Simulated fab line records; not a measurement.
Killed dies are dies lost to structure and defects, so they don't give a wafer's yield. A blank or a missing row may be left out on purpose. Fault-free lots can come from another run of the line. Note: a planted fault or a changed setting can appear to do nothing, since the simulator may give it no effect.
Which tool was responsible?	flow gf180mcu	13 lots, 39 wafers sampled, at 3 steps of a route of 602

== WHAT EACH GAUGE READ, for each wafer ==
GF_M5_OVL_MEAS_08. Usual: M5_OVL gives 3 nm (standard deviation 6.1).
lot	measured	on	M5_OVL (nm)	flag
L775	day 26 05:16	overlay-02	13 4 2	
L776	day 26 12:06	overlay-02	13 19 9	
L778	day 27 04:03	overlay-02	11 7 14	
L779	day 27 14:42	overlay-01	0 8 7	
L780	day 27 23:51	overlay-01	2 8 -1	
L781	day 28 03:33	overlay-02	-1 -7 -3	
L783	day 28 23:45	overlay-02	4 13 7	
L784	day 29 07:05	overlay-02	-4 -8 -5	
L786	day 29 19:27	overlay-02	8 13 10	
L792	day 31 12:43	overlay-01	-2 1 1	
L794	day 31 19:09	overlay-02	-5 4 -3	
L795	day 32 02:43	overlay-01	16 8 5	
L796	day 32 07:11	overlay-02	1 12 1	

GF_V5_THK_MEAS_01. Usual: V5_CVD_00_THK gives 298 nm (standard deviation 4.6).
lot	measured	on	V5_CVD_00_THK (nm)	flag
L775	day 26 06:02	film-metro-02	300 300 301	
L776	day 26 12:51	film-metro-02	302 302 299	
L778	day 27 04:48	film-metro-04	294 291 294	
L779	day 27 15:28	film-metro-02	303 303 302	
L780	day 28 00:36	film-metro-01	299 297 295	
L781	day 28 04:19	film-metro-01	295 296 302	
L783	day 29 00:31	film-metro-02	302 288 295	
L784	day 29 07:50	film-metro-04	302 302 297	
L786	day 29 20:15	film-metro-02	298 295 298	
L792	day 31 13:29	film-metro-01	300 301 301	
L794	day 31 19:55	film-metro-04	297 290 293	
L795	day 32 03:29	film-metro-04	288 287 290	
L796	day 32 07:57	film-metro-02	302 299 302	

== WHICH TOOL RAN EACH LOT (tool, then ch and the chambers of the sampled wafers, then the start) ==
lot	GF_M1_SPUTTER_00
L775	pvd-sputter-04, day 16 02:36
L776	pvd-sputter-04, day 16 09:29
L778	pvd-sputter-04, day 17 03:17
L779	pvd-sputter-03, day 17 15:22
L780	pvd-sputter-03, day 18 01:23
L781	pvd-sputter-04, day 18 06:38
L783	pvd-sputter-02, day 19 07:17
L784	pvd-sputter-02, day 19 15:38
L786	pvd-sputter-02, day 20 07:45
L792	pvd-sputter-04, day 22 13:55
L794	pvd-sputter-04, day 22 23:30
L795	pvd-sputter-03, day 23 09:28
L796	pvd-sputter-03, day 23 15:20
- GF_M1_SPUTTER_00: material Ti, target thk 37.5 nm, time 150 s.

== AS READ BY THE TOOLS THEMSELVES (means over the sampled wafers that have a number; for cases with no such wafer, the mark the record gives instead) ==
GF_M1_SPUTTER_00. Usual: throttle-valve-pct 29.9 %, standard deviation 0.84.
lot	tool	throttle-valve-pct (%)	flag
L775	pvd-sputter-04	30.3	
L776	pvd-sputter-04	30.4	
L778	pvd-sputter-04	29.8	
L779	pvd-sputter-03	29.8	
L780	pvd-sputter-03	29.9	
L781	pvd-sputter-04	30.2	
L783	pvd-sputter-02	29.8	
L784	pvd-sputter-02	30.3	
L786	pvd-sputter-02	29.2	
L792	pvd-sputter-04	30.2	
L794	pvd-sputter-04	29.9	
L795	pvd-sputter-03	30.1	
L796	pvd-sputter-03	30.6	

== THE ANSWER, worked out from the rows above alone ==
Rule: lot off if the mean of its wafers having a number is beyond 3 standard deviations from the usual mean. Also off: a lot with no number at a reading for which 4 or more lots have one. Where the step has rows for the other lots, those lots are counted as sound. The gauges are gone through in route order, then the tools' own readings, and for those a lot's mean is taken as printed above. The first step at which some lot is off is used, and at that step the reading that is off furthest; a lot without a number counts as furthest.
No lot is off on any of the readings shown, so nothing can be concluded from this.

== WHAT HAD BEEN PUT IN BY THE SIMULATOR ==
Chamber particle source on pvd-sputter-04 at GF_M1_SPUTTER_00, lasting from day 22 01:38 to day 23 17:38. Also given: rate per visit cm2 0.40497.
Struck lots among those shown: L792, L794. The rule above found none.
